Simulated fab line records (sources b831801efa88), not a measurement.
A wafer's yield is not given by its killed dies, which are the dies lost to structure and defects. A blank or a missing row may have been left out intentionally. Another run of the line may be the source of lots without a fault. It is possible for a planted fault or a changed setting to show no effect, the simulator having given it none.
What tool caused it? | flow sky130 | at 1 step of a route of 708, 14 lots with 42 wafers sampled

## WHAT THE GAUGES READ, wafer by wafer
SKY_NWELL_OVL_MEAS_10. Usual: NWELL_00_OVL 0.6 nm, standard deviation 1.2.
lot  | measured     | on         | NWELL_00_OVL (nm) | flag
L244 | day 4 15:34  | overlay-01 | 1.0 -0.3 -0.2     |
L247 | day 5 06:04  | overlay-02 | -1.6 -0.9 1.3     |
L249 | day 5 21:56  | overlay-01 | 1.7 1.1 1.4       |
L251 | day 6 07:40  | overlay-01 | -0.1 0.7 0.4      |
L252 | day 6 13:11  | overlay-01 | 0.3 0.9 0.1       |
L253 | day 6 19:14  | overlay-01 | 0.7 0.2 -0.7      |
L254 | day 6 22:05  | overlay-01 | 0.2 -0.3 0.7      |
L255 | day 7 01:52  | overlay-02 | 1.4 1.0 -1.1      |
L256 | day 7 15:25  | overlay-02 | 1.9 2.3 1.6       |
L257 | day 7 21:43  | overlay-02 | 1.4 2.4 2.1       |
L259 | day 8 06:25  | overlay-02 | 1.8 0.0 -0.7      |
L260 | day 8 14:04  | overlay-01 | 0.8 -0.5 -0.2     |
L266 | day 10 01:07 | overlay-02 | -0.2 1.1 0.3      |
L267 | day 10 04:10 | overlay-01 | 0.1 1.5 -1.0      |

## TOOL THAT RAN EACH LOT (tool first, then ch and the chambers of the sampled wafers, then the start)
Before these readings, the record contains no process step.

## AS READ BY THE TOOLS THEMSELVES (means over the sampled wafers that have a number; for cases with no such wafer, the mark the record gives instead)
The record holds no such reading with a usual standard deviation.

## THE ANSWER, worked out from the rows above alone
Rule: lot off if the mean of its wafers having a number is beyond 3 standard deviations from the usual mean. Also off: a lot with no number at a reading for which 4 or more lots have one. The other lots that the step has rows for count as sound. After the gauges, taken in route order, come the tools' own readings; for these a lot's mean is taken, as printed above. The first step at which some lot is off is used, and at that step the reading that is off furthest; a lot without a number counts as furthest.
None of the lots is off at any reading shown; this tells nothing.

## WHAT THE SIMULATOR HAD INSERTED
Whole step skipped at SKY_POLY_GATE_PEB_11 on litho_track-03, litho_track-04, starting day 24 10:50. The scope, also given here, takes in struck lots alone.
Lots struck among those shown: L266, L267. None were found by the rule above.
